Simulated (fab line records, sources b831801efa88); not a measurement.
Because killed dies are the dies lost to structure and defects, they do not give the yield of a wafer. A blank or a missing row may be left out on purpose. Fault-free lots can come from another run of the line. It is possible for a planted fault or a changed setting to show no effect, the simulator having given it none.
fab line records	flow sky130
[record] lots = 13	wafers = 38	lastDay = 50
route steps=708 shown FIELD_ISO@3 NWELL@68 VT_ADJUST_HVTP@94
lots that met no fault: taken from a fault-free run of the same line
startH: the number of hours between the record's first day and the start of the first shown wafer of the lot	waitH: hours since the lot's step before	" the same as in the row above	L1.1+2: a row that stands for several wafers	- either no value or no given start	* or withheld: withheld	< > ~ a bound
route shown NAME@n: a module of which the file shows steps, and the number in the route of the first	usual: mean/standard deviation taken from wafers without a fault	same: alike in all rows	chamber/n: place in a boat	sites: readings site by site	_std_site: how widely they spread, as a standard deviation	_edge_site: the outer-site mean with the inner-site mean subtracted	radiusMm: for every site, how far away it sits from the centre of the wafer	mask NAME#n: copy n	behind: the tool/chamber that last shaped the wafer	hold: the reason the lot was held/the length of the hold in hours/how it ended	device: which transistor (n, p or np) failed to switch	end of line: tests run on the same wafers once the route is complete	step lacking rows: just its recipe	killed: dies that structure and defects cost at the first sort, which is not the same as the wafer's yield	map: a wafer's dies, marking killed ones x, the rest . and places with no die _
set.NAME: the run value of the setting; set.NAME@STEP: its run value at that earlier step	model.NAME: the simulator's own value behind a step, which no gauge read
one table for each step of the route and one row for each wafer, over a sample of lots
services: the hour from which a tool's chamber was out of use, counted from the record's first day as startH (under 0 if before that day), plus the number of hours and why
[[steps]]
[step SKY_FIELD_ISO_THK_MEAS_02]
[recipe] reads = SiO2_of_FIELD_ISO_OXIDATION_01
[usual] FIELD_ISO_OXIDATION_00_THK = 12.13/0.17
lot.wafer	tool	chamber	startH	waitH	FIELD_ISO_OXIDATION_00_THK[nm]
L156.4	filmMetro-02	-	16.73	0.0	12.33
L156.5	"	-	"	"	12.30
L156.6	"	-	"	"	12.26
L157.3	filmMetro-02	-	22.10	0.0	12.00
L157.4	"	-	"	"	12.26
L157.6	"	-	"	"	12.43
L158.1	filmMetro-02	-	26.75	0.0	12.13
L158.3	"	-	"	"	12.06
L158.6	"	-	"	"	12.04
L159.1	filmMetro-04	-	32.73	0.0	12.19
L159.2	"	-	"	"	12.30
L159.5	"	-	"	"	12.27
L160.2	filmMetro-02	-	36.85	0.0	11.90
L160.3	"	-	"	"	11.96
L160.6	"	-	"	"	12.05
L161.1	filmMetro-04	-	42.94	0.0	12.13
L161.3	"	-	"	"	12.02
L161.4	"	-	"	"	12.17
L162.1	filmMetro-02	-	46.63	0.0	12.13
L162.2	"	-	"	"	12.17
L162.3	"	-	"	"	12.13
L163.3	filmMetro-04	-	52.87	0.0	12.00
L163.4	"	-	"	"	11.82
L163.5	"	-	"	"	12.06
L164.1	filmMetro-02	-	56.63	0.0	12.40
L164.4	"	-	"	"	12.35
L164.6	"	-	"	"	12.33
L166.3	filmMetro-02	-	66.81	0.0	11.84
L166.4	"	-	"	"	11.72
L175.1	filmMetro-02	-	111.82	0.0	11.83
L175.2	"	-	"	"	12.06
L175.3	"	-	"	"	11.88
L176.3	filmMetro-04	-	116.65	0.0	12.35
L176.4	"	-	"	"	12.35
L176.5	"	-	"	"	12.15
L177.2	filmMetro-02	-	121.64	0.0	12.13
L177.4	"	-	"	"	12.15
L177.6	"	-	"	"	12.30
[step SKY_NWELL_TW_MEAS_15]
[usual] NWELL_TW = 1820/12
lot.wafer	tool	chamber	startH	waitH	NWELL_TW
L156.4	filmMetro-02	-	91.27	0.1	1799
L156.5	"	-	"	"	1804
L156.6	"	-	"	"	1809
L157.3	filmMetro-03	-	97.92	0.1	1824
L157.4	"	-	"	"	1824
L157.6	"	-	"	"	1820
L158.1	filmMetro-03	-	101.71	0.1	1825
L158.3	"	-	"	"	1830
L158.6	"	-	"	"	1824
L159.1	filmMetro-03	-	114.36	0.1	1825
L159.2	"	-	"	"	1826
L159.5	"	-	"	"	1813
L160.2	filmMetro-02	-	116.82	0.1	1800
L160.3	"	-	"	"	1797
L160.6	"	-	"	"	1807
L161.1	filmMetro-03	-	121.25	0.1	1812
L161.3	"	-	"	"	1822
L161.4	"	-	"	"	1832
L162.1	filmMetro-03	-	129.51	0.1	1830
L162.2	"	-	"	"	1841
L162.3	"	-	"	"	1832
L163.3	filmMetro-03	-	135.52	0.1	1822
L163.4	"	-	"	"	1841
L163.5	"	-	"	"	1829
L164.1	filmMetro-02	-	137.82	0.1	1814
L164.4	"	-	"	"	1808
L164.6	"	-	"	"	1810
L166.3	filmMetro-01	-	151.97	0.1	1823
L166.4	"	-	"	"	1831
L175.1	filmMetro-01	-	201.02	0.1	1832
L175.2	"	-	"	"	1821
L175.3	"	-	"	"	1839
L176.3	filmMetro-01	-	204.12	0.1	1833
L176.4	"	-	"	"	1828
L176.5	"	-	"	"	1823
L177.2	filmMetro-02	-	213.16	0.1	1797
L177.4	"	-	"	"	1782
L177.6	"	-	"	"	1798
[step SKY_NWELL_RTA_28]
[recipe] tempC = 1050	timeS = 30	idleTempC = 650	rampUpCPerS = 150	rampDownCPerS = 90	ambient = N2
[usual] lampPowerPct = 25.30/0.057	wafer_temp_C_max = 1054.8/0.97
lot.wafer	tool	chamber	startH	waitH	lampPowerPct	wafer_temp_C_max
L156.4	rtpAnneal-02	0	109.81	0.1	25.25	1055.5
L156.5	"	0	"	"	25.29	1053.9
L156.6	"	0	"	"	25.36	1054.5
L157.3	rtpAnneal-01	0	116.30	0.0	25.22	1055.0
L157.4	"	0	"	"	25.29	1055.4
L157.6	"	0	"	"	25.29	1054.7
L158.1	rtpAnneal-02	0	120.38	0.0	25.21	1053.6
L158.3	"	0	"	"	25.35	1055.0
L158.6	"	0	"	"	25.33	1054.0
L159.1	rtpAnneal-01	0	133.26	0.0	25.31	1053.5
L159.2	"	0	"	"	25.27	1055.3
L159.5	"	0	"	"	25.32	1054.4
L160.2	rtpAnneal-02	0	136.08	0.0	25.14	1054.7
L160.3	"	0	"	"	25.27	1053.9
L160.6	"	0	"	"	25.33	1055.0
L161.1	rtpAnneal-01	0	139.86	0.0	25.36	1056.9
L161.3	"	0	"	"	25.36	1054.2
L161.4	"	0	"	"	25.27	1055.2
L162.1	rtpAnneal-01	0	148.24	0.0	25.35	1054.6
L162.2	"	0	"	"	25.33	1054.6
L162.3	"	0	"	"	25.28	1053.8
L163.3	rtpAnneal-02	0	154.31	0.0	25.30	1053.7
L163.4	"	0	"	"	25.27	1055.0
L163.5	"	0	"	"	25.30	1054.3
L164.1	rtpAnneal-01	0	156.82	0.0	25.32	1055.8
L164.4	"	0	"	"	25.32	1053.8
L164.6	"	0	"	"	25.33	1055.9
L166.3	rtpAnneal-01	0	172.54	0.0	25.30	1054.2
L166.4	"	0	"	"	25.35	1054.3
L175.1	rtpAnneal-01	0	223.58	0.0	25.32	1054.3
L175.2	"	0	"	"	25.24	1053.6
L175.3	"	0	"	"	25.43	1053.3
L176.3	rtpAnneal-02	0	226.10	0.0	25.24	1054.6
L176.4	"	0	"	"	25.28	1054.5
L176.5	"	0	"	"	25.30	1054.6
L177.2	rtpAnneal-01	0	235.63	0.0	25.32	1055.3
L177.4	"	0	"	"	25.25	1054.6
L177.6	"	0	"	"	25.38	1054.1
[step SKY_VT_ADJUST_HVTP_IMPLANT_09]
[recipe] species = As	energyKev = 150	doseCm2 = 4.3e+12	tiltDeg = withheld
lot.wafer	tool	chamber	startH	waitH
L156.4+5+6	implanter-01	0	128.15	0.1
L157.3+4+6	implanter-03	0	135.53	0.1
L158.1+3+6	implanter-02	0	138.94	0.0
L159.1+2+5	implanter-01	0	152.73	0.0
L160.2+3+6	implanter-03	0	155.26	0.0
L161.1+3+4	implanter-01	0	159.44	0.0
L162.1+2+3	implanter-03	0	167.74	0.0
L163.3+4+5	implanter-03	0	174.99	0.1
L164.1+4+6	implanter-03	0	177.79	0.0
L166.3+4	implanter-03	0	193.37	0.1
L175.1+2+3	implanter-02	0	247.12	0.0
L176.3+4+5	implanter-01	0	249.34	0.1
L177.2+4+6	implanter-02	0	259.20	0.0
[step SKY_VT_ADJUST_HVTP_TW_MEAS_11]
[usual] VT_ADJUST_HVTP_TW = 1352/12
lot.wafer	tool	chamber	startH	waitH	VT_ADJUST_HVTP_TW
L156.4	filmMetro-03	-	128.35	0.1	1369
L156.5	"	-	"	"	1369
L156.6	"	-	"	"	1356
L157.3	filmMetro-02	-	135.75	0.1	1348
L157.4	"	-	"	"	1351
L157.6	"	-	"	"	1353
L158.1	filmMetro-02	-	139.19	0.1	1351
L158.3	"	-	"	"	1351
L158.6	"	-	"	"	1345
L159.1	filmMetro-03	-	152.98	0.1	1366
L159.2	"	-	"	"	1367
L159.5	"	-	"	"	1373
L160.2	filmMetro-03	-	155.50	0.1	1370
L160.3	"	-	"	"	1364
L160.6	"	-	"	"	1371
L161.1	filmMetro-02	-	159.69	0.1	1355
L161.3	"	-	"	"	1362
L161.4	"	-	"	"	1355
L162.1	filmMetro-03	-	167.99	0.1	1366
L162.2	"	-	"	"	1363
L162.3	"	-	"	"	1366
L163.3	filmMetro-04	-	175.21	0.1	1335
L163.4	"	-	"	"	1327
L163.5	"	-	"	"	1342
L164.1	filmMetro-03	-	178.04	0.1	1365
L164.4	"	-	"	"	1358
L164.6	"	-	"	"	1361
L166.3	filmMetro-04	-	193.59	0.1	1206
L166.4	"	-	"	"	1198
L175.1	filmMetro-04	-	247.37	0.1	1345
L175.2	"	-	"	"	1349
L175.3	"	-	"	"	1350
L176.3	filmMetro-02	-	249.56	0.1	1340
L176.4	"	-	"	"	1338
L176.5	"	-	"	"	1346
L177.2	filmMetro-03	-	259.43	0.1	1366
L177.4	"	-	"	"	1358
L177.6	"	-	"	"	1371
[[services]]
tool	chamber	startH	hours	kind
implanter-02	-	131.38	1.2	repair
implanter-03	-	140.76	4.2	repair
implanter-02	-	160.50	2.8	repair
implanter-01	-	164.26	24.5	pm
implanter-02	-	169.22	6.6	repair
implanter-03	-	205.65	1.7	repair
implanter-03	-	247.46	5.5	pm
rtpAnneal-01	-	256.25	4.7	pm
[[key]]
[firstSign] step = SKY_VT_ADJUST_HVTP_TW_MEAS_11	reading = VT_ADJUST_HVTP_TW	direction = down	sigmas = 12	usual = 1352	struck = 1202
effect none on later readings
metAt SKY_VT_ADJUST_HVTP_IMPLANT_09
struckLots L166
struckWafers L166.3,L166.4
testerLeftOut L166
notActingAt SKY_FIELD_ISO_THK_MEAS_02,SKY_NWELL_TW_MEAS_15,SKY_NWELL_RTA_28
onsetBetween 177.79 193.37
[fault] kind = processParameterDrift	tool = implanter-03	chamber = -	onsetH = 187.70	steps = SKY_VT_ADJUST_HVTP_IMPLANT_09	channel = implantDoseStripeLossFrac	offset = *	shape = step	endH = 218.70	scope = struckWafersOnly
// testerLeftOut: of these lots the tester's yield and bins aren't shown, on N5 and GAA mostly nor the transistor test; their killed dies are dies lost to structure and defects alone, not to doping, threshold or leakage, so they don't give the yield
